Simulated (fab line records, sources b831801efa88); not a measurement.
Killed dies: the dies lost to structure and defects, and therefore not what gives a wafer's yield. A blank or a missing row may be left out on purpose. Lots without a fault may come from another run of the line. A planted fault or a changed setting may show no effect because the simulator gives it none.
Problem report, 8D (eight disciplines) form, completed by code | flow sky130 | the parts of the form that need people (team, actions taken, sign-off) are left out

## 1. WHAT IS WRONG
SD_P_TW at SKY_SD_P_TW_MEAS_11 reads a mean of 2993 on 6 wafers of 2 lots; wafers without a fault read 2837 with a standard deviation of 26. That puts it +6.0 standard deviations away from the usual mean.
First observed at day 32 16:34: wafer L671.2, on filmMetro-01. At this step, 30 wafers from 10 lots have a number in the record. Rule for "out" (also "out of limits"): further than 4 standard deviations from the usual mean. The rest of the wafers with a number are treated as sound.

## 2. WHAT IT IS; WHAT IT IS NOT
question                    | is                         | is not
which readings at this step | SD_P_TW                    | -
which lots                  | L671, L674                 | L655, L657, L659, L660, L662, L665, L667, L670
which wafers of those lots  | all that have a number     | -
read on which gauges        | filmMetro-01, filmMetro-04 | filmMetro-03
when                        | from day 32 16:34          | up to then (24 sound wafers)

## 3. SUSPECTS, AND WHAT RULES EACH OUT
Counting: any tool at a process step up to the reading is kept as a suspect provided that every lot that is out went through it and no sound lot did after the first of them.
- the gauge at SKY_SD_P_TW_MEAS_11: ruled out. The wafers that are out were read on 2 gauges (filmMetro-01, filmMetro-04).
- implanter-04 at SKY_SD_P_IMPLANT_09: kept. Every lot that is out went through it, starting with L671 (day 32 16:20), and after that it ran no sound lot; the last sound lot it ran before then is L667 (day 32 09:52). Out on those wafers are its own readings of tiltDeg.
Left after counting: implanter-04 at SKY_SD_P_IMPLANT_09.

## 4. THE CAUSE (what the simulator had put in)
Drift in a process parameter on implanter-04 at SKY_SD_P_IMPLANT_09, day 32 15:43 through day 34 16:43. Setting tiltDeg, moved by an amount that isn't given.
The count eliminated every tool but this one.

## 5. THE CHAIN OF EFFECTS, in route order
Rows list readings where the struck wafers' mean (over those with a number) sits beyond 3 standard deviations from the usual. Readings are gone through only where the record gives a usual standard deviation; hours: the median, over the lots, of the time from a lot's start at the first step in this table giving one to that lot's start at this step; sigmas: the change measured in usual standard deviations.
hours | step                | reading | usual         | on struck wafers | change | sigmas
0     | SKY_SD_P_IMPLANT_09 | tiltDeg | 0.001 degrees | 6.969            | +6.968 | +99 or more
0     | SKY_SD_P_TW_MEAS_11 | SD_P_TW | 2837          | 2993             | +156   | +6.0
54    | SKY_SD_N_RS_MEAS_17 | SD_P_RS | 147.1 ohm/sq  | 138.7            | -8.4   | -19
Here are the process steps it includes:
- SKY_SD_P_IMPLANT_09

## 6. HOW IT WOULD HAVE BEEN CAUGHT EARLIER
In this record the first reading out of limits at a measuring or inspecting step was taken at day 32 16:34, 1 hour after the fault began at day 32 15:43.
Tool's own readings at SKY_SD_P_IMPLANT_09, tiltDeg: out on all struck wafers the step has rows for; an alarm limit on them would have tripped on the first.
L674, from the lots that are out (2), started SKY_SD_P_IMPLANT_09 on implanter-04 later than day 32 16:34. Holding the tool at that time would have saved it.
